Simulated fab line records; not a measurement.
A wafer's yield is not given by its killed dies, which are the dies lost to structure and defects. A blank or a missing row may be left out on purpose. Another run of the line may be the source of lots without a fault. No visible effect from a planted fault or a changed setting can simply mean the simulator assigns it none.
fab line records	flow sky130
record lots=12	wafers=36	last_day=50
route steps=708 shown FIELD_ISO@5 NWELL@67 VT_ADJUST_LVTN@104 PAD_OPEN@708
lots that met no fault: taken from a fault-free run of the same line
start_h: hours from the record's opening day to when the first of the lot's shown wafers began	wait_h: time in hours since the lot's previous step	" identical to the entry in the row above	L1.1+2: a row that stands for several wafers	- no value, or no start given	* or withheld: withheld	< > ~ a bound
route shown NAME@n: a module of which the file shows steps, and the number in the route of the first	usual: average and standard deviation across the fault-free wafers	same: alike in all rows	chamber/n: place in a boat	sites: each site's reading	_std_site: the standard deviation of these	_edge_site: the outer-site mean with the inner-site mean subtracted	radius_mm: for every site, how far away it sits from the centre of the wafer	mask NAME#n: copy n	behind: the tool/chamber that last shaped the wafer	hold: what put the lot on hold/how long, in hours/how the hold closed	device: transistor that didn't switch, given as n, p or np	end of line: the same wafers' tests at the end of the route	for a step that has no rows: nothing shown but its recipe	killed: not the wafer's yield, but the dies lost to structure and defects at the first sort	map: the dies of a wafer, with x for killed, . for not killed, _ for no die there
set.NAME: the setting the step ran with; set.NAME@STEP: the setting that earlier step ran with	model.NAME: the simulator's own value behind a step, which no gauge read
a sample of lots followed through the steps of the route, with each step as a table and each wafer as a row
services: when a tool's chamber went out of use (start_h, in hours from the record's first day, below 0 if earlier), for how many hours, and the reason
## steps
# step SKY_FIELD_ISO_THK_MEAS_04
# recipe reads=Si3N4_of_FIELD_ISO_CVD_03
# usual FIELD_ISO_CVD_03_THK=165.4/1.6
lot.wafer	tool	chamber	start_h	wait_h	FIELD_ISO_CVD_03_THK[nm]
L404.1	film_metro-02	-	15.79	0.0	166.0
L404.4	"	-	"	"	165.2
L404.5	"	-	"	"	166.0
L406.1	film_metro-01	-	24.52	0.0	165.3
L406.2	"	-	"	"	167.0
L406.3	"	-	"	"	166.7
L407.1	film_metro-02	-	32.85	0.0	164.3
L407.3	"	-	"	"	164.3
L407.4	"	-	"	"	165.0
L408.2	film_metro-01	-	40.28	0.0	166.3
L408.3	"	-	"	"	166.4
L408.5	"	-	"	"	165.8
L410.1	film_metro-04	-	45.95	0.0	169.3
L410.2	"	-	"	"	168.2
L410.4	"	-	"	"	168.6
L417.2	film_metro-01	-	82.05	0.0	166.7
L417.3	"	-	"	"	166.4
L417.4	"	-	"	"	166.3
L418.2	film_metro-04	-	86.76	0.0	165.0
L418.5	"	-	"	"	166.5
L418.6	"	-	"	"	163.6
L419.1	film_metro-01	-	90.79	0.0	161.8
L419.4	"	-	"	"	161.8
L419.6	"	-	"	"	163.2
L420.1	film_metro-01	-	94.28	0.0	165.8
L420.2	"	-	"	"	163.9
L420.6	"	-	"	"	163.9
L421.1	film_metro-01	-	99.83	0.0	166.2
L421.3	"	-	"	"	165.0
L421.6	"	-	"	"	165.5
L424.4	film_metro-04	-	114.86	0.0	165.8
L424.5	"	-	"	"	167.3
L424.6	"	-	"	"	166.6
L427.1	film_metro-04	-	130.37	0.0	165.8
L427.3	"	-	"	"	166.3
L427.6	"	-	"	"	166.9
# step SKY_NWELL_STRIP_14
# recipe chemistry=O2/N2	power_w=1400	pressure_mtorr=1500	platen_temp_c=withheld	o2_flow_sccm=3000	n2_flow_sccm=300	overash_fraction=0.5
# usual drypump_motor_current_A=6.2/0.35	oes_product_au=0.723/0.0041	strip_time_to_endpoint_s=36.90/0.12
lot.wafer	tool	chamber	start_h	wait_h	drypump_motor_current_A	oes_product_au	rf_hours_counter_h	strip_time_to_endpoint_s
L404.1	plasma_asher-03	0	95.28	0.1	5.9	0.719	40	37.09
L404.4	"	1	"	"	6.2	0.721	-	36.97
L404.5	"	1	"	"	6.2	0.723	-	37.04
L406.1	plasma_asher-03	0	98.06	0.1	5.9	0.725	41	36.74
L406.2	"	1	"	"	6.2	0.720	41	36.72
L406.3	"	0	"	"	5.9	0.724	-	36.69
L407.1	plasma_asher-01	0	103.66	0.1	6.6	0.721	42	36.66
L407.3	"	1	"	"	5.8	0.722	-	36.71
L407.4	"	0	"	"	6.6	0.724	-	36.66
L408.2	plasma_asher-04	0	115.51	0.1	6.6	0.724	42	36.89
L408.3	"	0	"	"	6.6	0.721	-	37.00
L408.5	"	1	"	"	5.8	0.723	-	36.90
L410.1	plasma_asher-04	0	120.76	0.1	6.6	0.723	43	36.92
L410.2	"	1	"	"	5.8	0.721	43	36.89
L410.4	"	0	"	"	6.6	0.735	-	36.90
L417.2	plasma_asher-04	1	165.28	0.1	5.8	0.718	48	36.66
L417.3	"	1	"	"	5.8	0.723	-	36.81
L417.4	"	0	"	"	6.6	0.720	-	36.81
L418.2	plasma_asher-01	1	168.86	0.2	5.8	0.716	5	36.89
L418.5	"	0	"	"	6.6	0.727	-	36.92
L418.6	"	1	"	"	5.8	0.727	-	36.91
L419.1	plasma_asher-04	1	175.98	0.2	5.8	0.722	49	37.16
L419.4	"	0	"	"	6.6	0.718	-	37.13
L419.6	"	0	"	"	6.6	0.722	-	37.22
L420.1	plasma_asher-03	1	178.51	0.1	6.2	0.724	47	36.90
L420.2	"	0	"	"	5.9	0.721	47	36.84
L420.6	"	0	"	"	5.9	0.725	-	36.91
L421.1	plasma_asher-03	1	187.61	0.1	6.2	0.723	48	37.03
L421.3	"	1	"	"	6.2	0.729	-	36.94
L421.6	"	1	"	"	6.2	0.719	-	36.98
L424.4	plasma_asher-04	1	201.54	0.1	5.8	0.720	-	36.72
L424.5	"	0	"	"	6.6	0.725	-	36.72
L424.6	"	1	"	"	5.8	0.721	-	36.76
L427.1	plasma_asher-03	1	228.96	0.1	6.2	0.722	52	36.84
L427.3	"	0	"	"	5.9	0.724	-	36.82
L427.6	"	0	"	"	5.9	0.725	-	36.88
# step SKY_NWELL_IMPLANT_24
# recipe species=B	energy_kev=140	dose_cm2=9.2e+12	tilt_deg=withheld
# usual dose_ions_cm2=9.201e+12/1.1e+10	faraday_current_uA=51.8/1
lot.wafer	tool	chamber	start_h	wait_h	dose_ions_cm2	faraday_current_uA
L404.1	implanter-01	0	112.56	0.0	9.2e+12	51.3
L404.4	"	0	"	"	9.199e+12	51.0
L404.5	"	0	"	"	9.2e+12	51.3
L406.1	implanter-01	0	116.03	0.0	9.189e+12	51.8
L406.2	"	0	"	"	9.196e+12	51.3
L406.3	"	0	"	"	9.19e+12	50.7
L407.1	implanter-01	0	121.91	0.0	1.7464e+13	96.8
L407.3	"	0	"	"	1.7476e+13	99.0
L407.4	"	0	"	"	1.7471e+13	99.8
L408.2	implanter-02	0	134.24	0.0	9.206e+12	51.4
L408.3	"	0	"	"	9.187e+12	52.1
L408.5	"	0	"	"	9.196e+12	52.6
L410.1	implanter-01	0	140.04	0.1	1.7471e+13	97.7
L410.2	"	0	"	"	1.7461e+13	98.6
L410.4	"	0	"	"	1.7465e+13	94.1
L417.2	implanter-02	0	185.64	0.0	9.192e+12	52.2
L417.3	"	0	"	"	9.184e+12	51.5
L417.4	"	0	"	"	9.191e+12	50.6
L418.2	implanter-02	0	189.44	0.0	9.214e+12	51.8
L418.5	"	0	"	"	9.206e+12	50.7
L418.6	"	0	"	"	9.203e+12	52.7
L419.1	implanter-01	0	196.26	0.0	9.19e+12	53.6
L419.4	"	0	"	"	9.198e+12	50.8
L419.6	"	0	"	"	9.206e+12	51.7
L420.1	implanter-01	0	199.91	0.0	9.212e+12	51.4
L420.2	"	0	"	"	9.216e+12	51.2
L420.6	"	0	"	"	9.203e+12	52.0
L421.1	implanter-02	0	209.16	0.0	9.192e+12	53.3
L421.3	"	0	"	"	9.19e+12	50.7
L421.6	"	0	"	"	9.193e+12	50.8
L424.4	implanter-04	0	224.19	0.1	9.183e+12	50.1
L424.5	"	0	"	"	9.169e+12	51.3
L424.6	"	0	"	"	9.192e+12	53.3
L427.1	implanter-04	0	252.56	0.0	9.207e+12	51.4
L427.3	"	0	"	"	9.187e+12	52.9
L427.6	"	0	"	"	9.205e+12	53.8
# step SKY_NWELL_TW_MEAS_26
# usual NWELL_2_TW=498/6
lot.wafer	tool	chamber	start_h	wait_h	NWELL_2_TW
L404.1	film_metro-03	-	112.81	0.1	497
L404.4	"	-	"	"	499
L404.5	"	-	"	"	501
L406.1	film_metro-02	-	116.28	0.1	486
L406.2	"	-	"	"	489
L406.3	"	-	"	"	488
L407.1	film_metro-02	-	122.16	0.1	598
L407.3	"	-	"	"	599
L407.4	"	-	"	"	601
L408.2	film_metro-04	-	134.47	0.1	504
L408.3	"	-	"	"	504
L408.5	"	-	"	"	505
L410.1	film_metro-03	-	140.29	0.1	608
L410.2	"	-	"	"	610
L410.4	"	-	"	"	613
L417.2	film_metro-02	-	185.88	0.1	492
L417.3	"	-	"	"	491
L417.4	"	-	"	"	490
L418.2	film_metro-02	-	189.67	0.1	494
L418.5	"	-	"	"	489
L418.6	"	-	"	"	489
L419.1	film_metro-02	-	196.51	0.1	494
L419.4	"	-	"	"	492
L419.6	"	-	"	"	495
L420.1	film_metro-03	-	200.16	0.1	499
L420.2	"	-	"	"	500
L420.6	"	-	"	"	500
L421.1	film_metro-03	-	209.41	0.1	501
L421.3	"	-	"	"	503
L421.6	"	-	"	"	500
L424.4	film_metro-04	-	224.39	0.1	505
L424.5	"	-	"	"	504
L424.6	"	-	"	"	506
L427.1	film_metro-03	-	252.81	0.1	503
L427.3	"	-	"	"	504
L427.6	"	-	"	"	506
# step SKY_VT_ADJUST_LVTN_OVL_MEAS_07
# usual VT_ADJUST_LVTN_OVL=1.2/1.2
lot.wafer	tool	chamber	start_h	wait_h	VT_ADJUST_LVTN_OVL[nm]
L404.1	overlay-01	-	151.11	-	-0.1
L404.4	"	-	"	"	1.5
L404.5	"	-	"	"	1.7
L406.1	overlay-02	-	154.48	-	2.0
L406.2	"	-	"	"	1.9
L406.3	"	-	"	"	2.2
L407.1	overlay-02	-	160.98	-	2.6
L407.3	"	-	"	"	1.8
L407.4	"	-	"	"	2.1
L408.2	overlay-01	-	174.40	-	0.2
L408.3	"	-	"	"	1.9
L408.5	"	-	"	"	1.4
L410.1	overlay-02	-	180.43	-	0.7
L410.2	"	-	"	"	1.0
L410.4	"	-	"	"	2.2
L417.2	overlay-02	-	230.60	-	2.1
L417.3	"	-	"	"	3.0
L417.4	"	-	"	"	2.2
L418.2	overlay-01	-	234.96	-	-0.2
L418.5	"	-	"	"	1.3
L418.6	"	-	"	"	1.9
L419.1	overlay-02	-	241.65	-	1.1
L419.4	"	-	"	"	1.3
L419.6	"	-	"	"	0.6
L420.1	overlay-01	-	244.99	-	1.7
L420.2	"	-	"	"	0.9
L420.6	"	-	"	"	1.1
L421.1	overlay-01	-	255.83	-	1.6
L421.3	"	-	"	"	2.1
L421.6	"	-	"	"	2.7
L424.4	overlay-01	-	272.22	-	0.5
L424.5	"	-	"	"	1.2
L424.6	"	-	"	"	0.8
L427.1	overlay-01	-	302.64	-	0.2
L427.3	"	-	"	"	-1.0
L427.6	"	-	"	"	0.5
# step SKY_PAD_OPEN_PROBE_99
# usual killed_at_M0_to_M3=44/7.4	killed_at_M4_up=3.0/1.8	killed_at_contacts=24/5.1	killed_at_front_end=15/4.3	killed_at_other=0.3/0.54	killed_dies=86/9.9	killed_open=47/7.1	killed_short=38/6.7
# same gross_dies=492	killed_at_back_side=0
lot.wafer	tool	chamber	start_h	wait_h	killed_at_M0_to_M3	killed_at_M4_up	killed_at_contacts	killed_at_front_end	killed_at_other	killed_dies	killed_open	killed_short
L410.1	prober-01	-	1118.60	0.1	42	4	18	10	1	75	46	29
L410.2	prober-01	-	1118.65	0.1	40	5	25	14	0	84	48	36
L410.4	prober-01	-	1118.75	0.2	53	4	35	18	1	111	63	48
L417.2	prober-01	-	1161.12	0.1	36	5	13	14	1	69	46	22
L417.3	prober-01	-	1161.17	0.2	48	6	24	10	0	88	57	31
L417.4	prober-01	-	1161.22	0.2	46	3	28	10	0	87	51	36
L418.2	prober-02	-	1164.76	0.1	42	4	27	23	0	96	58	38
L418.5	prober-02	-	1164.91	0.2	42	1	22	10	1	76	43	33
L418.6	prober-02	-	1164.96	0.2	43	4	21	22	0	90	49	41
L421.1	prober-01	-	1179.26	0.1	46	1	15	12	0	74	42	32
L421.3	prober-01	-	1179.36	0.2	58	0	16	14	0	88	50	38
L421.6	prober-01	-	1179.51	0.2	38	5	25	18	1	87	50	37
L424.4	prober-02	-	1192.87	0.2	39	1	29	16	0	85	47	38
L424.5	prober-02	-	1192.92	0.2	43	1	22	13	0	79	45	34
L424.6	prober-02	-	1192.97	0.2	43	2	27	19	1	92	50	42
# killed by level:class
L410.1 CONTACT:geometric_particle:open=10 VIA2:geometric_particle:open=8 VIA1:geometric_particle:open=7 VIA3:geometric_particle:open=7 METAL2:geometric_particle:short=5 LI_CONTACT:geometric_particle:open=4 VIA1:geometric_particle:short=4 CONTACT:geometric_particle:short=3
L410.2 CONTACT:geometric_particle:open=11 VIA3:geometric_particle:open=8 VIA1:geometric_particle:open=7 VIA2:geometric_particle:open=7 CONTACT:geometric_particle:short=6 POLY_GATE:geometric_particle:short=4 LI_CONTACT:geometric_particle:open=4 METAL1:geometric_particle:short=4
L410.4 CONTACT:geometric_particle:open=18 VIA1:geometric_particle:open=11 METAL1:geometric_particle:short=9 LI_CONTACT:geometric_particle:open=8 VIA2:geometric_particle:open=8 VIA1:geometric_particle:short=5 POLY_GATE:geometric_particle:short=4 LOCAL_INTERCONNECT:geometric_particle:short=4
L417.2 POLY_GATE:geometric_particle:open=9 VIA1:geometric_particle:open=9 VIA3:geometric_particle:open=7 VIA1:geometric_particle:short=7 CONTACT:geometric_particle:open=5 VIA2:geometric_particle:open=5 LI_CONTACT:geometric_particle:open=4 CONTACT:geometric_particle:short=3
L417.3 LI_CONTACT:geometric_particle:open=10 VIA1:geometric_particle:open=10 VIA2:geometric_particle:open=10 CONTACT:geometric_particle:open=8 METAL2:geometric_particle:short=8 VIA3:geometric_particle:open=6 VIA1:geometric_particle:short=4 POLY_GATE:geometric_particle:open=4
L417.4 VIA1:geometric_particle:open=13 CONTACT:geometric_particle:open=13 VIA2:geometric_particle:open=7 LI_CONTACT:geometric_particle:open=6 METAL1:geometric_particle:short=6 VIA1:geometric_particle:short=5 LOCAL_INTERCONNECT:geometric_particle:short=4 VIA3:geometric_particle:open=4
L418.2 CONTACT:geometric_particle:open=10 VIA1:geometric_particle:open=10 LI_CONTACT:geometric_particle:open=8 FIELD_ISO:geometric_particle:open=6 VIA2:geometric_particle:open=6 METAL2:geometric_particle:short=6 CONTACT:geometric_particle:short=5 VIA3:geometric_particle:open=5
L418.5 VIA1:geometric_particle:open=15 CONTACT:geometric_particle:open=10 METAL2:geometric_particle:short=6 VIA2:geometric_particle:open=5 LI_CONTACT:geometric_particle:open=4 CONTACT:geometric_particle:short=4 VIA1:geometric_particle:short=4 VIA3:geometric_particle:open=4
L418.6 CONTACT:geometric_particle:open=9 VIA1:geometric_particle:open=9 POLY_GATE:geometric_particle:short=7 POLY_GATE:geometric_particle:open=7 METAL2:geometric_particle:short=7 VIA2:geometric_particle:open=6 METAL1:geometric_particle:short=5 VIA2:geometric_particle:short=5
L421.1 VIA1:geometric_particle:open=18 CONTACT:geometric_particle:open=7 FIELD_ISO:geometric_particle:open=5 VIA2:geometric_particle:short=5 METAL1:geometric_particle:short=5 METAL3:geometric_particle:short=5 VIA2:geometric_particle:open=4 METAL2:geometric_particle:short=3
L421.3 VIA1:geometric_particle:open=12 METAL1:geometric_particle:short=8 LI_CONTACT:geometric_particle:open=7 VIA2:geometric_particle:open=7 VIA3:geometric_particle:open=6 VIA1:geometric_particle:short=5 VIA3:geometric_particle:short=5 CONTACT:geometric_particle:open=5
L421.6 CONTACT:geometric_particle:open=11 LI_CONTACT:geometric_particle:open=9 VIA1:geometric_particle:open=8 VIA3:geometric_particle:open=8 VIA1:geometric_particle:short=7 FIELD_ISO:geometric_particle:short=6 VIA2:geometric_particle:open=5 METAL4:geometric_particle:short=4
L424.4 CONTACT:geometric_particle:open=13 LI_CONTACT:geometric_particle:open=8 VIA1:geometric_particle:open=8 METAL1:geometric_particle:short=6 METAL3:geometric_particle:short=5 FIELD_ISO:geometric_particle:open=4 VIA3:geometric_particle:open=4 CONTACT:geometric_particle:short=4
L424.5 VIA1:geometric_particle:open=9 LI_CONTACT:geometric_particle:open=7 VIA2:geometric_particle:open=7 VIA3:geometric_particle:open=7 CONTACT:geometric_particle:open=6 FIELD_ISO:geometric_particle:short=4 LI_CONTACT:geometric_particle:short=4 METAL1:geometric_particle:short=4
L424.6 LI_CONTACT:geometric_particle:open=11 CONTACT:geometric_particle:open=10 VIA1:geometric_particle:open=8 VIA2:geometric_particle:short=7 METAL2:geometric_particle:short=7 VIA3:geometric_particle:open=7 FIELD_ISO:geometric_particle:short=6 CONTACT:geometric_particle:short=4
## services
tool	chamber	start_h	hours	kind
implanter-01	-	97.18	10.6	repair
plasma_asher-01	-	108.75	9.0	pm
plasma_asher-01	0	108.75	9.0	vent_cycle
plasma_asher-01	1	108.75	9.0	vent_cycle
plasma_asher-01	0	117.75	-	clean
plasma_asher-01	1	117.75	-	clean
implanter-04	-	124.15	3.8	repair
implanter-04	-	133.44	10.2	repair
implanter-02	-	143.18	3.3	pm
plasma_asher-03	-	144.88	0.7	repair
plasma_asher-03	-	156.42	13.1	repair
implanter-01	-	158.94	7.6	repair
plasma_asher-03	-	168.40	0.4	repair
implanter-01	-	183.72	6.3	repair
implanter-02	-	194.94	1.6	repair
plasma_asher-03	-	213.50	2.7	repair
implanter-01	-	251.33	5.2	pm
## key
first_sign step=SKY_NWELL_IMPLANT_24	reading=dose_ions_cm2	direction=up	sigmas=99+	usual=*	struck=*
effect step=SKY_NWELL_IMPLANT_24	reading=faraday_current_uA	direction=up	sigmas=46	usual=51.8	struck=97.7
effect step=SKY_NWELL_TW_MEAS_26	reading=NWELL_2_TW	direction=up	sigmas=18	usual=498	struck=605
met_at SKY_NWELL_IMPLANT_24
struck_lots L407,L410
tester_left_out L407,L410
not_acting_at SKY_FIELD_ISO_THK_MEAS_04,SKY_NWELL_STRIP_14,SKY_VT_ADJUST_LVTN_OVL_MEAS_07
onset_between 116.03 121.91
fault kind=process_parameter_drift	tool=implanter-01	chamber=-	onset_h=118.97	steps=SKY_NWELL_IMPLANT_24	channel=dose_cm2	offset=*	shape=step	end_h=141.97	acts_in=*	stated=*
# tester_left_out: of these lots the tester's yield and bins aren't shown, on N5 and GAA mostly nor the transistor test; their killed dies are dies lost to structure and defects alone, not to doping, threshold or leakage, so they don't give the yield
